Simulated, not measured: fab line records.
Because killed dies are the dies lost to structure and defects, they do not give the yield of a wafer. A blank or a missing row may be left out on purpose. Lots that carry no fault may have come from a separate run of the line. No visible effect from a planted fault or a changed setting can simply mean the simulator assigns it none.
Problem report in the 8D (eight disciplines) form, filled by code ; flow sfq line ; the parts of the form that need people (team, actions taken, sign-off) are left out

1. WHAT IS WRONG
At SFQ_TRILAYER_M3_LITHO_COAT_080, spin speed rpm averages 4117.6 rpm over 6 wafers from 2 lots, while fault-free wafers read 3000.0 rpm, standard deviation 2.1. That is +99 or more standard deviations from the usual mean.
The step: resist thk 62 nm.
First seen on wafer L203.1, day 29 11:33, on litho track-04. Wafers with a number at this step in the record: 42, from 14 lots. Rule for "out", or "out of limits": more than 4 standard deviations from the usual mean. The rest of the wafers with a number are treated as sound.

2. WHAT THIS IS AND IS NOT
question;is;is not
which readings at this step;spin speed rpm;-
which lots;L203, L204;L190, L191, L192, L193, L194, L195, L196, L202, L205, L206, L209, L210
which wafers of those lots;all that have a number;-
read on which tools;litho track-04;litho track-01, litho track-03
when;from day 29 11:33;"up to then (24 sound wafers); but 12 sound wafers of L205, L206, L209, L210 came after"

3. SUSPECTS, AND WHAT RULES EACH OUT
Counting: any tool at a process step up to the reading is kept as a suspect provided that every lot that is out went through it and no sound lot did after the first of them.
- litho track-04 at SFQ_TRILAYER_M3_LITHO_COAT_080 (resist thk 62 nm): kept. It ran every lot that is out, first L203 (day 29 11:33), and no sound lot after that; its last sound lot up to then is L196 (day 26 17:08). On those wafers its own readings are out: spin speed rpm.
The count leaves litho track-04 at SFQ_TRILAYER_M3_LITHO_COAT_080.

4. THE CAUSE (what the simulator had put in)
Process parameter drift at SFQ_TRILAYER_M3_LITHO_COAT_080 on litho track-04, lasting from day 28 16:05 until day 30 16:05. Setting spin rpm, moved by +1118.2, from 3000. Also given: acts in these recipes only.
This tool alone remained once counting was done.

5. SEQUENCE OF EFFECTS, ordered by route
One row per reading whose mean, taken over the struck wafers that have a number, lies over 3 standard deviations from the usual. Only readings whose record carries a usual standard deviation are examined. hours: median over the lots of the time between each lot's start at the first step of this table that gives one and its start at this step. sigmas: the change, counted in usual standard deviations.
hours;step;reading;usual;on struck wafers;change;sigmas
0;SFQ_TRILAYER_M3_LITHO_COAT_080;spin speed rpm;3000.0 rpm;4117.6;+1117.6;+99 or more
148;SFQ_TRILAYER_M3_BARC_OPEN_METAL_ETCH_100;oes product au;0.685 a.u.;0.639;-0.046;-11
The process steps in it:
- SFQ_TRILAYER_M3_LITHO_COAT_080: resist thk 62 nm.
- SFQ_TRILAYER_M3_BARC_OPEN_METAL_ETCH_100: etches BARC in O2, target depth 125 nm, time 41.7 s.
At these later measuring or inspecting steps, every struck wafer for which the step has a row has a number for every such reading, and none has moved that far: SFQ_M6_OVL_MEAS_940.

6. HOW IT WOULD HAVE BEEN CAUGHT EARLIER
19 hours passed between the start of the fault at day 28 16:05 and the first reading out of limits in this record, taken at day 29 11:33.
